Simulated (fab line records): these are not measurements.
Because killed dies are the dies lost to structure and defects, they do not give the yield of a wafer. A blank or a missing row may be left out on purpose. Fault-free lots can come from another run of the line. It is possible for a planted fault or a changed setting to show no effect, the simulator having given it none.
Matching of chambers / flow sky130 / rie diel-01 running SKY_FIELD_ISO_ETCH_15: 4 sister chambers
The step etches the open film in CHF3/O2, stops on Si, target depth 180 nm, time 72 s. 27 wafers are shown with their chamber, then 12 later ones without.

## WAFERS PAIRED WITH THEIR CHAMBERS
wafer=L075.1; chamber=1; drypump motor current A (A)=5.0; oes product au (a.u.)=0.949; throttle valve pct (%)=8.847
wafer=L075.2; chamber=0; drypump motor current A (A)=6.0; oes product au (a.u.)=0.944; throttle valve pct (%)=8.854
wafer=L075.6; chamber=0; drypump motor current A (A)=6.0; oes product au (a.u.)=0.954; throttle valve pct (%)=8.847
wafer=L076.1; chamber=0; drypump motor current A (A)=6.0; oes product au (a.u.)=0.942; throttle valve pct (%)=8.843
wafer=L076.2; chamber=3; drypump motor current A (A)=6.1; oes product au (a.u.)=0.951; throttle valve pct (%)=8.856
wafer=L076.3; chamber=1; drypump motor current A (A)=5.0; oes product au (a.u.)=0.947; throttle valve pct (%)=8.846
wafer=L076.4; chamber=2; drypump motor current A (A)=5.8; oes product au (a.u.)=0.950; throttle valve pct (%)=8.852
wafer=L076.5; chamber=1; drypump motor current A (A)=5.0; oes product au (a.u.)=0.941; throttle valve pct (%)=8.848
wafer=L076.6; chamber=0; drypump motor current A (A)=6.0; oes product au (a.u.)=0.943; throttle valve pct (%)=8.855
wafer=L077.1; chamber=2; drypump motor current A (A)=5.8; oes product au (a.u.)=0.949; throttle valve pct (%)=8.863
wafer=L077.3; chamber=0; drypump motor current A (A)=6.0; oes product au (a.u.)=0.944; throttle valve pct (%)=8.830
wafer=L077.6; chamber=3; drypump motor current A (A)=6.1; oes product au (a.u.)=0.954; throttle valve pct (%)=8.834
wafer=L081.1; chamber=3; drypump motor current A (A)=6.1; oes product au (a.u.)=0.949; throttle valve pct (%)=8.848
wafer=L081.4; chamber=1; drypump motor current A (A)=5.0; oes product au (a.u.)=0.953; throttle valve pct (%)=8.842
wafer=L081.5; chamber=1; drypump motor current A (A)=5.0; oes product au (a.u.)=0.965; throttle valve pct (%)=8.866
wafer=L083.1; chamber=3; drypump motor current A (A)=6.1; oes product au (a.u.)=0.959; throttle valve pct (%)=8.852
wafer=L083.4; chamber=1; drypump motor current A (A)=5.0; oes product au (a.u.)=0.961; throttle valve pct (%)=8.840
wafer=L083.5; chamber=3; drypump motor current A (A)=6.1; oes product au (a.u.)=0.962; throttle valve pct (%)=8.858
wafer=L084.1; chamber=0; drypump motor current A (A)=5.9; oes product au (a.u.)=0.956; throttle valve pct (%)=8.857
wafer=L084.4; chamber=3; drypump motor current A (A)=6.1; oes product au (a.u.)=0.946; throttle valve pct (%)=8.842
wafer=L084.6; chamber=3; drypump motor current A (A)=6.1; oes product au (a.u.)=0.956; throttle valve pct (%)=8.848
wafer=L085.1; chamber=3; drypump motor current A (A)=6.1; oes product au (a.u.)=0.954; throttle valve pct (%)=8.854
wafer=L085.4; chamber=0; drypump motor current A (A)=6.0; oes product au (a.u.)=0.954; throttle valve pct (%)=8.842
wafer=L085.5; chamber=1; drypump motor current A (A)=5.0; oes product au (a.u.)=0.954; throttle valve pct (%)=8.848
wafer=L089.1; chamber=2; drypump motor current A (A)=5.8; oes product au (a.u.)=0.940; throttle valve pct (%)=8.848
wafer=L089.3; chamber=3; drypump motor current A (A)=6.1; oes product au (a.u.)=0.951; throttle valve pct (%)=8.850
wafer=L089.5; chamber=1; drypump motor current A (A)=5.0; oes product au (a.u.)=0.948; throttle valve pct (%)=8.847

SIGNATURES (means of the wafers above)
reading=drypump motor current A; chamber 0=5.986; chamber 1=5.000; chamber 2=5.800; chamber 3=6.100; scatter within a chamber=0.0193
reading=oes product au; chamber 0=0.94814; chamber 1=0.95225; chamber 2=0.94633; chamber 3=0.95356; scatter within a chamber=0.0063
reading=throttle valve pct; chamber 0=8.84686; chamber 1=8.84800; chamber 2=8.85433; chamber 3=8.84911; scatter within a chamber=0.00817
Rule: distance of a wafer from a chamber = root of the sum over the readings of ((wafer's reading minus chamber's mean) / reading's scatter) squared. The wafer belongs to the nearest chamber; if the next one is less than 2 further off, it can't be placed. The scatter: the root of (the sum of the squares of (reading less its chamber's mean) over the shown wafers, divided by (wafers less chambers)).

## WAFERS WHOSE CHAMBER IS MISSING
wafer=L091.3; drypump motor current A (A)=5.0; oes product au (a.u.)=0.949; throttle valve pct (%)=8.839
wafer=L091.5; drypump motor current A (A)=6.0; oes product au (a.u.)=0.947; throttle valve pct (%)=8.843
wafer=L091.6; drypump motor current A (A)=6.1; oes product au (a.u.)=0.943; throttle valve pct (%)=8.827
wafer=L092.1; drypump motor current A (A)=6.1; oes product au (a.u.)=0.956; throttle valve pct (%)=8.832
wafer=L092.5; drypump motor current A (A)=5.0; oes product au (a.u.)=0.954; throttle valve pct (%)=8.850
wafer=L092.6; drypump motor current A (A)=6.0; oes product au (a.u.)=0.946; throttle valve pct (%)=8.843
wafer=L094.3; drypump motor current A (A)=5.0; oes product au (a.u.)=0.942; throttle valve pct (%)=8.839
wafer=L094.5; drypump motor current A (A)=6.0; oes product au (a.u.)=0.945; throttle valve pct (%)=8.845
wafer=L094.6; drypump motor current A (A)=6.1; oes product au (a.u.)=0.948; throttle valve pct (%)=8.842
wafer=L096.1; drypump motor current A (A)=6.0; oes product au (a.u.)=0.951; throttle valve pct (%)=8.837
wafer=L096.2; drypump motor current A (A)=6.1; oes product au (a.u.)=0.949; throttle valve pct (%)=8.851
wafer=L096.5; drypump motor current A (A)=5.0; oes product au (a.u.)=0.946; throttle valve pct (%)=8.849

## EACH ONE'S CHAMBER
wafer=L091.3; from the rows above=1; in truth=1
wafer=L091.5; from the rows above=0; in truth=0
wafer=L091.6; from the rows above=3; in truth=3
wafer=L092.1; from the rows above=3; in truth=3
wafer=L092.5; from the rows above=1; in truth=1
wafer=L092.6; from the rows above=0; in truth=0
wafer=L094.3; from the rows above=1; in truth=1
wafer=L094.5; from the rows above=0; in truth=0
wafer=L094.6; from the rows above=3; in truth=3
wafer=L096.1; from the rows above=0; in truth=0
wafer=L096.2; from the rows above=3; in truth=3
wafer=L096.5; from the rows above=1; in truth=1
Correct placement for 12 of the 12. Number that these rows cannot place: 0. Wrongly placed: 0.
